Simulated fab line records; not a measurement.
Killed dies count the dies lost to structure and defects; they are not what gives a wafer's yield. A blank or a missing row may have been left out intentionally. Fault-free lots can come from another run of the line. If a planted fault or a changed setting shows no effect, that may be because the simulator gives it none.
fab line records	flow sky130
record lots=12	wafers=35	last_day=50
route steps=708 shown METAL4@632 VIA4@659 METAL5@664 PASSIVATION@683 PAD_OPEN@708
lots untouched by any fault: they come from a run of this same line in which no faults occurred
start_h: start of the lot's first displayed wafer, in hours after the record's first day	wait_h: hours from the lot's prior step to this one	" the same as in the row above	L1.1+2: several wafers, shown together as one row	- no value present, or no start provided	* or withheld: withheld	< > ~ a bound
route shown NAME@n: NAME is a module with steps in the file, n the number in the route of the first one	usual: mean/standard deviation taken from wafers without a fault	same: alike in all rows	chamber/n: place in a boat	sites: the reading at each site	_std_site: their standard deviation	_edge_site: outer sites' mean less inner sites'	radius_mm: how far each site lies from the wafer's centre	mask NAME#n: copy n	behind: the last tool/chamber to shape the wafer	hold: what put the lot on hold/how long, in hours/how the hold closed	device: the transistor (n, p or np) that didn't switch	end of line: at the end of the route, the tests of the same wafers	a step given without rows: its recipe and nothing more	killed: dies lost to structure and defects at the first sort, not the wafer's yield	map: dies across one wafer; x = killed, . = not, _ = none there
set.NAME: the setting that was run; set.NAME@STEP: the one run at that earlier step	model.NAME: the simulator's own value behind a step, which no gauge read
a sample of lots followed through the steps of the route, with each step as a table and each wafer as a row
services: a tool's chamber out of use, with start hour (start_h, from the record's first day; less than 0 if before it), hours out, and reason
## steps
# step SKY_METAL4_ETCH_16
# recipe chemistry=N2/H2	target=BARC	ion_energy_ev=200	bias_w=100	pressure_mtorr=30	n2_flow_sccm=100	h2_flow_sccm=200	icp_w=500	stop_on=SiO2	time_s=88.2	target_depth_a=600
# usual drypump_motor_current_A=5.81/0.29	oes_product_au=0.626/0.0044	throttle_valve_pct=13.203/0.0089
lot.wafer	tool	chamber	start_h	wait_h	drypump_motor_current_A	oes_product_au	rf_hours_counter_h	throttle_valve_pct
L116.2	rie_metal-02	0	982.67	0.0	6.11	0.632	2	13.193
L116.4	"	0	"	"	6.11	0.630	-	13.204
L116.6	"	1	"	"	6.13	0.631	-	13.183
L117.1	rie_metal-02	1	995.47	0.0	6.15	0.626	17	13.197
L117.4	"	0	"	"	6.11	0.625	-	13.194
L117.5	"	1	"	"	6.16	0.631	-	13.197
L119.1	rie_metal-03	1	1015.22	0.0	5.61	0.626	10	13.203
L119.3	"	1	"	"	5.64	0.633	-	13.191
L119.4	"	0	"	"	5.78	0.622	-	13.198
L120.2	rie_metal-02	1	1021.88	0.0	6.17	0.625	18	13.209
L120.3	"	1	"	"	6.18	0.626	-	13.194
L120.4	"	0	"	"	6.11	0.615	-	13.189
L123.2	rie_metal-01	1	1032.47	0.0	5.35	0.622	20	13.211
L123.4	"	0	"	"	5.66	0.631	-	13.194
L123.5	"	1	"	"	5.36	0.623	-	13.196
L124.1	rie_metal-02	0	1037.07	0.0	6.10	0.632	5	13.219
L124.2	"	1	"	"	6.16	0.623	19	13.215
L124.6	"	1	"	"	6.17	0.631	-	13.197
L126.3	rie_metal-03	0	1053.40	0.0	5.80	0.620	-	13.206
L126.4	"	1	"	"	5.59	0.623	-	13.202
L126.5	"	1	"	"	5.61	0.621	-	13.211
L127.1	rie_metal-01	0	1055.83	0.0	5.69	0.628	20	13.226
L127.4	"	0	"	"	5.65	0.627	-	13.213
L127.6	"	1	"	"	5.36	0.627	-	13.212
L128.1	rie_metal-03	0	1060.80	0.1	5.82	0.623	21	13.199
L128.2	"	0	"	"	5.82	0.623	-	13.203
L128.5	"	0	"	"	5.82	0.625	-	13.191
L136.2	rie_metal-03	1	1112.82	0.0	5.60	0.620	17	13.196
L136.3	"	0	"	"	5.78	0.632	-	13.206
L137.2	rie_metal-02	0	1116.99	0.0	6.14	0.624	11	13.209
L137.3	"	0	"	"	6.12	0.625	-	13.202
L137.6	"	1	"	"	6.19	0.626	-	13.206
L138.2	rie_metal-01	1	1125.12	0.0	5.38	0.631	27	13.204
L138.4	"	0	"	"	5.65	0.626	-	13.217
L138.6	"	1	"	"	5.37	0.626	-	13.202
# step SKY_VIA4_THK_MEAS_20
# recipe thk_meas_gauge=xrf	reads=W_of_VIA4_CVD_18
# usual VIA4_W_THK=515/4.8
lot.wafer	tool	chamber	start_h	wait_h	VIA4_W_THK[nm]
L116.2	film_metro-03	-	1008.07	0.1	514
L116.4	"	-	"	"	519
L116.6	"	-	"	"	517
L117.1	film_metro-04	-	1019.92	0.1	517
L117.4	"	-	"	"	516
L117.5	"	-	"	"	509
L119.1	film_metro-01	-	1040.61	0.1	512
L119.3	"	-	"	"	514
L119.4	"	-	"	"	513
L120.2	film_metro-03	-	1046.47	0.1	520
L120.3	"	-	"	"	518
L120.4	"	-	"	"	522
L123.2	film_metro-03	-	1057.02	0.1	525
L123.4	"	-	"	"	519
L123.5	"	-	"	"	521
L124.1	film_metro-04	-	1060.98	0.1	510
L124.2	"	-	"	"	515
L124.6	"	-	"	"	516
L126.3	film_metro-01	-	1077.09	0.1	510
L126.4	"	-	"	"	512
L126.5	"	-	"	"	515
L127.1	film_metro-03	-	1079.70	0.1	517
L127.4	"	-	"	"	519
L127.6	"	-	"	"	515
L128.1	film_metro-04	-	1083.55	0.1	525
L128.2	"	-	"	"	521
L128.5	"	-	"	"	521
L136.2	film_metro-03	-	1135.14	0.1	515
L136.3	"	-	"	"	513
L137.2	film_metro-01	-	1137.77	0.1	519
L137.3	"	-	"	"	524
L137.6	"	-	"	"	513
L138.2	film_metro-01	-	1146.39	0.1	517
L138.4	"	-	"	"	515
L138.6	"	-	"	"	513
# step SKY_METAL5_SPUTTER_03
# recipe material=Ti	target_thk_nm=5	power_w=3000	time_s=3.3	chamber_pressure_pa=0.4
# usual throttle_valve_pct=30.6/0.86
lot.wafer	tool	chamber	start_h	wait_h	throttle_valve_pct
L116.2	pvd_sputter-04	-	1008.58	0.0	32.2
L116.4	"	-	"	"	30.2
L116.6	"	-	"	"	30.7
L117.1	pvd_sputter-01	-	1020.38	0.0	30.4
L117.4	"	-	"	"	31.3
L117.5	"	-	"	"	30.5
L119.1	pvd_sputter-02	-	1041.07	0.0	30.1
L119.3	"	-	"	"	29.4
L119.4	"	-	"	"	29.6
L120.2	pvd_sputter-01	-	1046.92	0.0	30.3
L120.3	"	-	"	"	31.9
L120.4	"	-	"	"	29.7
L123.2	pvd_sputter-01	-	1057.47	0.0	31.7
L123.4	"	-	"	"	29.9
L123.5	"	-	"	"	31.8
L124.1	pvd_sputter-04	-	1061.44	0.0	32.3
L124.2	"	-	"	"	30.9
L124.6	"	-	"	"	32.1
L126.3	pvd_sputter-01	-	1077.53	0.0	30.0
L126.4	"	-	"	"	30.3
L126.5	"	-	"	"	29.7
L127.1	pvd_sputter-01	-	1080.29	0.0	30.5
L127.4	"	-	"	"	30.4
L127.6	"	-	"	"	30.6
L128.1	pvd_sputter-02	-	1084.15	0.0	29.5
L128.2	"	-	"	"	31.4
L128.5	"	-	"	"	30.3
L136.2	pvd_sputter-01	-	1135.84	0.0	29.9
L136.3	"	-	"	"	31.8
L137.2	pvd_sputter-01	-	1138.22	0.0	29.9
L137.3	"	-	"	"	31.4
L137.6	"	-	"	"	29.9
L138.2	pvd_sputter-04	-	1147.00	0.0	32.2
L138.4	"	-	"	"	30.5
L138.6	"	-	"	"	29.5
# step SKY_PASSIVATION_CVD_02
# recipe material=Si3N4	target_thk_nm=540	temp_c=400	time_s=withheld	rf_w=450
# usual heater_power_w=711/87	rf_fwd_power_W=449.1/1.4
lot.wafer	tool	chamber	start_h	wait_h	heater_power_w	rf_fwd_power_W
L116.2	pecvd-02	0	1032.85	0.0	760	448.4
L116.4	"	1	"	"	633	449.0
L116.6	"	0	"	"	637	449.1
L117.1	pecvd-04	1	1043.57	0.1	688	449.6
L117.4	"	1	"	"	752	448.3
L117.5	"	0	"	"	652	450.7
L119.1	pecvd-02	2	1063.87	0.1	863	446.9
L119.3	"	1	"	"	617	450.0
L119.4	"	0	"	"	710	449.6
L120.2	pecvd-02	0	1068.19	0.0	689	449.0
L120.3	"	2	"	"	854	451.3
L120.4	"	2	"	"	877	449.8
L123.2	pecvd-04	0	1079.23	0.0	666	452.8
L123.4	"	0	"	"	707	451.2
L123.5	"	1	"	"	764	449.6
L124.1	pecvd-02	0	1082.92	0.1	717	448.0
L124.2	"	1	"	"	657	449.4
L124.6	"	1	"	"	671	449.3
L126.3	pecvd-04	2	1098.72	0.0	615	447.2
L126.4	"	1	"	"	785	449.2
L126.5	"	0	"	"	694	449.6
L127.1	pecvd-02	1	1101.20	0.1	722	449.9
L127.4	"	0	"	"	677	450.0
L127.6	"	1	"	"	585	449.0
L128.1	pecvd-04	2	1105.34	0.1	639	450.4
L128.2	"	1	"	"	723	449.4
L128.5	"	1	"	"	730	450.2
L136.2	pecvd-04	1	1154.57	0.0	631	628.6
L136.3	"	1	"	"	657	628.5
L137.2	pecvd-04	1	1157.34	0.0	625	629.7
L137.3	"	1	"	"	674	627.0
L137.6	"	0	"	"	631	629.0
L138.2	pecvd-02	0	1165.42	0.0	742	446.7
L138.4	"	2	"	"	923	447.9
L138.6	"	0	"	"	744	447.4
# step SKY_PASSIVATION_THK_MEAS_03
# recipe reads=Si3N4_of_PASSIVATION_CVD_02
# usual PASSIVATION_CVD_02_THK=540/7.2
lot.wafer	tool	chamber	start_h	wait_h	PASSIVATION_CVD_02_THK[nm]
L116.2	film_metro-02	-	1033.09	-	540
L116.4	"	-	"	"	553
L116.6	"	-	"	"	543
L117.1	film_metro-02	-	1043.80	-	545
L117.4	"	-	"	"	553
L117.5	"	-	"	"	531
L119.1	film_metro-02	-	1064.09	-	534
L119.3	"	-	"	"	547
L119.4	"	-	"	"	535
L120.2	film_metro-03	-	1068.42	-	532
L120.3	"	-	"	"	541
L120.4	"	-	"	"	545
L123.2	film_metro-02	-	1079.58	-	524
L123.4	"	-	"	"	536
L123.5	"	-	"	"	549
L124.1	film_metro-04	-	1083.15	-	541
L124.2	"	-	"	"	549
L124.6	"	-	"	"	557
L126.3	film_metro-03	-	1098.97	-	535
L126.4	"	-	"	"	545
L126.5	"	-	"	"	540
L127.1	film_metro-02	-	1101.42	-	540
L127.4	"	-	"	"	537
L127.6	"	-	"	"	550
L128.1	film_metro-04	-	1105.56	-	540
L128.2	"	-	"	"	540
L128.5	"	-	"	"	554
L136.2	film_metro-04	-	1154.92	-	591
L136.3	"	-	"	"	603
L137.2	film_metro-03	-	1157.69	-	591
L137.3	"	-	"	"	599
L137.6	"	-	"	"	583
L138.2	film_metro-02	-	1165.66	-	525
L138.4	"	-	"	"	539
L138.6	"	-	"	"	542
# step SKY_PAD_OPEN_PROBE_99
# usual defect_limited_yield=82.3/1.9	killed_at_M0_to_M3=45/6.6	killed_at_M4_up=3.1/1.6	killed_at_contacts=24/5	killed_at_front_end=14/4.4	killed_at_other=0.3/0.58	killed_dies=87/9.2	killed_open=47/6.7	killed_short=40/6.4	sort_bin_3_pad_short=0.9/0.5	sort_bin_5_function=10.4/1.6	sort_bin_6_memory=6.4/1.1	sort_n_pass=405/9.1	sort_yield_pct=82.3/1.9
# same gross_dies=492	killed_at_back_side=0	sort_bin_4_leakage[%]=0	sort_bin_8_speed[%]=0
lot.wafer	tool	chamber	start_h	wait_h	defect_limited_yield[%]	killed_at_M0_to_M3	killed_at_M4_up	killed_at_contacts	killed_at_front_end	killed_at_other	killed_dies	killed_open	killed_short	sort_bin_3_pad_short[%]	sort_bin_5_function[%]	sort_bin_6_memory[%]	sort_n_pass	sort_yield_pct[%]
L116.2	prober-02	-	1078.60	0.1	82.9	42	1	25	16	0	84	46	38	0.6	10.2	6.3	408	82.9
L116.4	prober-02	-	1078.70	0.2	83.3	35	4	27	16	0	82	42	40	0.6	10.0	6.1	410	83.3
L116.6	prober-02	-	1078.80	0.2	80.5	44	6	28	18	0	96	48	48	0.8	11.2	7.5	396	80.5
L117.1	prober-01	-	1088.12	0.1	82.1	45	0	24	18	1	88	41	47	1.8	8.9	7.1	404	82.1
L117.4	prober-01	-	1088.27	0.2	82.3	44	1	26	16	0	87	46	41	0.8	10.2	6.7	405	82.3
L117.5	prober-01	-	1088.32	0.2	81.7	38	3	33	16	0	90	44	46	1.4	10.4	6.5	402	81.7
L119.1	prober-01	-	1107.16	0.1	83.1	49	4	20	10	0	83	53	30	0.4	8.7	7.7	409	83.1
L119.3	prober-01	-	1107.26	0.2	83.5	40	1	24	15	1	81	46	35	1.2	9.6	5.7	411	83.5
L119.4	prober-01	-	1107.31	0.2	80.7	56	4	21	14	0	95	58	37	1.2	12.8	5.3	397	80.7
L120.2	prober-02	-	1110.27	0.1	83.1	42	1	24	16	0	83	49	34	0.8	9.8	6.3	409	83.1
L120.3	prober-02	-	1110.32	0.2	80.5	50	4	23	19	0	96	48	48	1.6	12.0	5.9	396	80.5
L120.4	prober-02	-	1110.37	0.2	82.9	37	2	32	13	0	84	51	33	0.6	11.0	5.5	408	82.9
L123.2	prober-01	-	1121.68	0.1	84.3	46	3	15	13	0	77	41	36	0.6	8.9	6.1	415	84.3
L123.4	prober-01	-	1121.78	0.2	82.9	40	2	29	13	0	84	50	34	0.6	10.0	6.5	408	82.9
L123.5	prober-01	-	1121.83	0.2	84.3	40	3	20	14	0	77	38	39	0.6	9.1	5.9	415	84.3
L124.1	prober-02	-	1126.15	0.1	85.4	37	3	18	14	0	72	37	35	0.8	9.1	4.7	420	85.4
L124.2	prober-02	-	1126.20	0.1	84.8	43	2	18	12	0	75	41	34	0.6	9.6	5.1	417	84.8
L124.6	prober-02	-	1126.40	0.2	82.5	51	1	23	11	0	86	52	34	0.4	10.8	6.3	406	82.5
L126.3	prober-02	-	1140.32	0.2	82.1	34	5	30	19	0	88	39	49	1.2	9.6	7.1	404	82.1
L126.4	prober-02	-	1140.37	0.2	81.9	40	5	27	17	0	89	39	50	0.6	10.0	7.5	403	81.9
L126.5	prober-02	-	1140.42	0.2	83.7	43	1	21	13	2	80	45	35	1.4	9.6	5.3	412	83.7
L127.1	prober-01	-	1142.77	0.1	83.1	47	5	22	8	1	83	38	45	2.0	10.2	4.7	409	83.1
L127.4	prober-01	-	1142.92	0.2	83.9	42	0	25	12	0	79	48	31	0.8	8.9	6.3	413	83.9
L127.6	prober-01	-	1143.02	0.2	82.3	51	4	19	13	0	87	51	36	0.6	10.8	6.3	405	82.3
L128.1	prober-02	-	1146.13	0.1	81.9	51	1	24	13	0	89	51	38	0.4	10.2	7.5	403	81.9
L128.2	prober-02	-	1146.18	0.1	82.3	50	2	24	11	0	87	48	39	1.0	10.6	6.1	405	82.3
L128.5	prober-02	-	1146.33	0.2	84.8	43	3	21	8	0	75	39	36	0.8	7.1	7.3	417	84.8
L136.2	prober-02	-	1190.46	0.1	83.3	43	3	26	10	0	82	46	36	0.8	9.8	6.1	410	83.3
L136.3	prober-02	-	1190.51	0.2	84.3	41	1	22	13	0	77	41	36	0.6	9.3	5.7	415	84.3
L137.2	prober-01	-	1193.65	0.1	78.7	58	1	28	18	0	105	60	45	0.4	13.0	7.9	387	78.7
L137.3	prober-01	-	1193.70	0.2	82.7	45	3	25	12	0	85	46	39	0.8	11.4	5.1	407	82.7
L137.6	prober-01	-	1193.85	0.2	82.9	47	4	22	11	0	84	48	36	0.4	10.4	6.3	408	82.9
L138.2	prober-02	-	1200.75	0.1	81.7	48	3	25	14	0	90	49	41	0.4	11.0	6.9	402	81.7
L138.4	prober-02	-	1200.85	0.2	82.9	44	3	26	10	1	84	47	37	1.2	8.1	7.7	408	82.9
L138.6	prober-02	-	1200.95	0.2	83.3	50	2	25	5	0	82	35	47	2.0	9.1	5.5	410	83.3
# killed by level:class
L116.2 CONTACT:geometric_particle:open=9 VIA1:geometric_particle:open=9 CONTACT:geometric_particle:short=7 LI_CONTACT:geometric_particle:open=6 FIELD_ISO:geometric_particle:open=5 METAL1:geometric_particle:short=5 METAL2:geometric_particle:short=5 VIA3:geometric_particle:open=4
L116.4 CONTACT:geometric_particle:open=11 CONTACT:geometric_particle:short=7 VIA1:geometric_particle:open=7 POLY_GATE:geometric_particle:open=6 VIA3:geometric_particle:open=5 FIELD_ISO:geometric_particle:short=4 LI_CONTACT:geometric_particle:open=4 METAL1:geometric_particle:short=4
L116.6 CONTACT:geometric_particle:open=12 VIA1:geometric_particle:open=10 METAL1:geometric_particle:short=7 FIELD_ISO:geometric_particle:short=6 LOCAL_INTERCONNECT:geometric_particle:short=6 METAL3:geometric_particle:short=6 POLY_GATE:geometric_particle:short=5 VIA1:geometric_particle:short=5
L117.1 METAL1:geometric_particle:short=9 CONTACT:geometric_particle:open=7 VIA1:geometric_particle:open=7 METAL2:geometric_particle:short=7 POLY_GATE:geometric_particle:short=5 LOCAL_INTERCONNECT:geometric_particle:short=5 CONTACT:geometric_particle:short=5 FIELD_ISO:geometric_particle:open=4
L117.4 CONTACT:geometric_particle:open=8 VIA1:geometric_particle:open=7 CONTACT:geometric_particle:short=7 VIA2:geometric_particle:open=7 VIA3:geometric_particle:open=6 METAL1:geometric_particle:short=6 LI_CONTACT:geometric_particle:open=5 FIELD_ISO:geometric_particle:short=4
L117.5 CONTACT:geometric_particle:open=9 LOCAL_INTERCONNECT:geometric_particle:short=8 CONTACT:geometric_particle:short=8 VIA3:geometric_particle:open=7 LI_CONTACT:geometric_particle:open=7 FIELD_ISO:geometric_particle:open=6 METAL2:geometric_particle:short=6 VIA2:geometric_particle:short=5
L119.1 VIA1:geometric_particle:open=14 VIA2:geometric_particle:open=11 LI_CONTACT:geometric_particle:open=8 VIA1:geometric_particle:short=5 VIA3:geometric_particle:open=5 FIELD_ISO:geometric_particle:open=4 CONTACT:geometric_particle:open=4 METAL2:geometric_particle:short=4
L119.3 VIA1:geometric_particle:open=13 CONTACT:geometric_particle:open=9 VIA3:geometric_particle:open=8 CONTACT:geometric_particle:short=8 POLY_GATE:geometric_particle:short=4 VIA3:geometric_particle:short=4 FIELD_ISO:geometric_particle:short=3 LI_CONTACT:geometric_particle:open=3
L119.4 VIA2:geometric_particle:open=13 VIA1:geometric_particle:open=12 LI_CONTACT:geometric_particle:open=11 VIA3:geometric_particle:open=8 VIA1:geometric_particle:short=7 CONTACT:geometric_particle:open=6 METAL2:geometric_particle:short=6 FIELD_ISO:geometric_particle:short=5
L120.2 VIA1:geometric_particle:open=12 CONTACT:geometric_particle:open=8 LOCAL_INTERCONNECT:geometric_particle:short=6 METAL1:geometric_particle:short=6 VIA2:geometric_particle:open=6 LI_CONTACT:geometric_particle:open=5 METAL2:geometric_particle:short=5 VIA3:geometric_particle:open=5
L120.3 LI_CONTACT:geometric_particle:open=11 METAL1:geometric_particle:short=11 CONTACT:geometric_particle:open=9 VIA1:geometric_particle:short=9 FIELD_ISO:geometric_particle:short=7 VIA2:geometric_particle:open=6 VIA1:geometric_particle:open=6 POLY_GATE:geometric_particle:short=4
L120.4 CONTACT:geometric_particle:open=14 VIA3:geometric_particle:open=8 LI_CONTACT:geometric_particle:open=7 VIA1:geometric_particle:open=7 CONTACT:geometric_particle:short=6 FIELD_ISO:geometric_particle:open=5 METAL1:geometric_particle:short=5 FIELD_ISO:geometric_particle:short=4
L123.2 VIA1:geometric_particle:open=11 VIA1:geometric_particle:short=8 VIA3:geometric_particle:open=7 FIELD_ISO:geometric_particle:open=6 METAL1:geometric_particle:short=5 LOCAL_INTERCONNECT:geometric_particle:short=4 CONTACT:geometric_particle:open=4 VIA2:geometric_particle:open=4
L123.4 CONTACT:geometric_particle:open=13 VIA1:geometric_particle:open=13 VIA2:geometric_particle:open=8 LI_CONTACT:geometric_particle:open=7 LOCAL_INTERCONNECT:geometric_particle:short=5 METAL1:geometric_particle:short=5 METAL2:geometric_particle:short=4 CONTACT:geometric_particle:short=4
L123.5 CONTACT:geometric_particle:open=8 VIA1:geometric_particle:open=8 METAL2:geometric_particle:short=7 VIA1:geometric_particle:short=6 FIELD_ISO:geometric_particle:open=4 LOCAL_INTERCONNECT:geometric_particle:short=4 VIA3:geometric_particle:open=4 FIELD_ISO:geometric_particle:short=3
L124.1 VIA1:geometric_particle:open=8 CONTACT:geometric_particle:open=7 FIELD_ISO:geometric_particle:short=6 LI_CONTACT:geometric_particle:open=6 VIA1:geometric_particle:short=6 METAL2:geometric_particle:short=6 VIA2:geometric_particle:open=5 POLY_GATE:geometric_particle:open=4
L124.2 VIA1:geometric_particle:open=10 CONTACT:geometric_particle:open=8 VIA2:geometric_particle:open=8 METAL2:geometric_particle:short=7 METAL1:geometric_particle:short=5 POLY_GATE:geometric_particle:open=4 FIELD_ISO:geometric_particle:open=3 POLY_GATE:geometric_particle:short=3
L124.6 VIA1:geometric_particle:open=18 LI_CONTACT:geometric_particle:open=8 CONTACT:geometric_particle:open=8 METAL1:geometric_particle:short=7 METAL2:geometric_particle:short=7 POLY_GATE:geometric_particle:open=5 LI_CONTACT:geometric_particle:short=5 VIA1:geometric_particle:short=5
L126.3 CONTACT:geometric_particle:open=9 CONTACT:geometric_particle:short=7 LI_CONTACT:geometric_particle:open=6 LOCAL_INTERCONNECT:geometric_particle:short=6 VIA2:geometric_particle:open=6 METAL2:geometric_particle:short=5 FIELD_ISO:geometric_particle:short=4 METAL3:geometric_particle:short=4
L126.4 METAL1:geometric_particle:short=9 FIELD_ISO:geometric_particle:short=7 LI_CONTACT:geometric_particle:open=7 LOCAL_INTERCONNECT:geometric_particle:short=7 CONTACT:geometric_particle:open=7 VIA2:geometric_particle:open=5 CONTACT:geometric_particle:short=5 VIA1:geometric_particle:open=5
L126.5 CONTACT:geometric_particle:open=10 VIA2:geometric_particle:open=10 METAL2:geometric_particle:short=6 METAL1:geometric_particle:short=6 LI_CONTACT:geometric_particle:open=5 VIA3:geometric_particle:open=5 POLY_GATE:geometric_particle:short=4 CONTACT:geometric_particle:short=4
L127.1 VIA1:geometric_particle:open=12 LI_CONTACT:geometric_particle:open=9 METAL2:geometric_particle:short=9 VIA1:geometric_particle:short=8 CONTACT:geometric_particle:open=6 VIA2:geometric_particle:short=5 CONTACT:geometric_particle:short=4 METAL3:geometric_particle:short=4
L127.4 LI_CONTACT:geometric_particle:open=11 VIA1:geometric_particle:open=10 VIA2:geometric_particle:open=9 FIELD_ISO:geometric_particle:short=5 CONTACT:geometric_particle:open=5 CONTACT:geometric_particle:short=4 METAL1:geometric_particle:short=4 VIA3:geometric_particle:open=4
L127.6 VIA1:geometric_particle:open=11 VIA2:geometric_particle:open=9 CONTACT:geometric_particle:open=6 METAL2:geometric_particle:short=6 FIELD_ISO:geometric_particle:open=5 VIA2:geometric_particle:short=5 VIA3:geometric_particle:open=5 FIELD_ISO:geometric_particle:short=4
L128.1 VIA1:geometric_particle:open=12 CONTACT:geometric_particle:open=8 CONTACT:geometric_particle:short=6 VIA3:geometric_particle:open=6 VIA1:geometric_particle:short=6 VIA2:geometric_particle:open=6 FIELD_ISO:geometric_particle:open=4 POLY_GATE:geometric_particle:open=4
L128.2 VIA1:geometric_particle:open=13 CONTACT:geometric_particle:open=13 METAL2:geometric_particle:short=8 VIA1:geometric_particle:short=6 VIA2:geometric_particle:open=6 CONTACT:geometric_particle:short=5 VIA3:geometric_particle:open=5 METAL1:geometric_particle:short=4
L128.5 VIA1:geometric_particle:open=9 CONTACT:geometric_particle:open=8 LI_CONTACT:geometric_particle:open=7 METAL2:geometric_particle:short=6 VIA2:geometric_particle:open=5 VIA3:geometric_particle:open=5 VIA3:geometric_particle:short=4 VIA1:geometric_particle:short=4
L136.2 CONTACT:geometric_particle:open=10 LI_CONTACT:geometric_particle:open=7 METAL2:geometric_particle:short=7 VIA2:geometric_particle:open=7 VIA3:geometric_particle:open=6 LOCAL_INTERCONNECT:geometric_particle:short=5 VIA1:geometric_particle:open=5 VIA2:geometric_particle:short=5
L136.3 CONTACT:geometric_particle:open=11 METAL1:geometric_particle:short=8 VIA3:geometric_particle:open=8 VIA1:geometric_particle:open=6 CONTACT:geometric_particle:short=5 METAL2:geometric_particle:short=5 FIELD_ISO:geometric_particle:open=4 SPACER:geometric_particle:short=4
L137.2 CONTACT:geometric_particle:open=13 VIA1:geometric_particle:open=12 METAL1:geometric_particle:short=8 METAL3:geometric_particle:short=6 FIELD_ISO:geometric_particle:open=5 METAL1:geometric_particle:open=5 VIA3:geometric_particle:open=5 LI_CONTACT:geometric_particle:open=5
L137.3 CONTACT:geometric_particle:open=15 METAL1:geometric_particle:short=10 VIA1:geometric_particle:open=8 VIA2:geometric_particle:open=7 VIA1:geometric_particle:short=6 VIA2:geometric_particle:short=5 FIELD_ISO:geometric_particle:short=4 LI_CONTACT:geometric_particle:open=4
L137.6 VIA1:geometric_particle:open=9 CONTACT:geometric_particle:open=8 METAL2:geometric_particle:short=8 VIA3:geometric_particle:open=8 LI_CONTACT:geometric_particle:open=7 VIA1:geometric_particle:short=5 METAL1:geometric_particle:short=5 VIA2:geometric_particle:open=5
L138.2 LI_CONTACT:geometric_particle:open=9 CONTACT:geometric_particle:open=8 VIA1:geometric_particle:open=8 VIA1:geometric_particle:short=7 VIA3:geometric_particle:open=6 METAL1:geometric_particle:short=6 METAL2:geometric_particle:short=6 FIELD_ISO:geometric_particle:open=5
L138.4 CONTACT:geometric_particle:open=11 VIA1:geometric_particle:open=11 VIA1:geometric_particle:short=7 CONTACT:geometric_particle:short=6 VIA2:geometric_particle:open=6 LI_CONTACT:geometric_particle:open=5 METAL1:geometric_particle:short=5 POLY_GATE:geometric_particle:open=4
L138.6 CONTACT:geometric_particle:open=9 VIA1:geometric_particle:short=9 CONTACT:geometric_particle:short=8 METAL1:geometric_particle:short=8 VIA1:geometric_particle:open=8 VIA3:geometric_particle:open=7 METAL2:geometric_particle:short=7 VIA2:geometric_particle:open=4
## services
tool	chamber	start_h	hours	kind
pecvd-04	-	963.14	1.3	repair
pecvd-02	0	983.73	5.0	scheduled_down
pecvd-04	-	983.78	1.2	repair
pecvd-04	-	994.20	6.0	pm
pvd_sputter-01	1	1001.05	-	consumable_replace:kit
pvd_sputter-01	1	1001.05	18.0	scheduled_down
pvd_sputter-01	1	1001.05	18.0	vent_cycle
pvd_sputter-01	-	1003.05	6.7	repair
pecvd-02	2	1004.46	16.5	scheduled_down
rie_metal-03	-	1009.17	1.4	pm
rie_metal-03	1	1055.13	14.6	repair
rie_metal-03	0	1057.29	2.8	repair
pecvd-04	2	1066.80	19.8	repair
rie_metal-03	-	1091.32	0.6	repair
rie_metal-02	-	1101.27	2.8	pm
pvd_sputter-04	-	1102.89	1.1	repair
pvd_sputter-01	0	1103.70	-	consumable_replace:kit
pvd_sputter-01	0	1103.70	18.0	scheduled_down
pvd_sputter-01	0	1103.70	18.0	vent_cycle
pecvd-02	-	1125.96	0.7	repair
rie_metal-03	-	1152.04	10.0	pm
pvd_sputter-02	-	1153.53	0.5	repair
pecvd-02	-	1157.73	2.8	pm
pvd_sputter-04	-	1165.44	2.1	repair
## key
first_sign step=SKY_PASSIVATION_CVD_02	reading=rf_fwd_power_W	direction=up	sigmas=99+	usual=449.1	struck=628.6
effect step=SKY_PASSIVATION_THK_MEAS_03	reading=PASSIVATION_CVD_02_THK	direction=up	sigmas=7.3	usual=540	struck=593
met_at SKY_PASSIVATION_CVD_02
struck_lots L136,L137
not_acting_at SKY_METAL4_ETCH_16,SKY_VIA4_THK_MEAS_20,SKY_METAL5_SPUTTER_03
onset_between 1105.34 1154.57
fault kind=process_parameter_drift	tool=pecvd-04	chamber=-	onset_h=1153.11	steps=SKY_PASSIVATION_CVD_02	channel=rf_w	offset=180	shape=step	end_h=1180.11	acts_in=these_recipes_only	stated=450
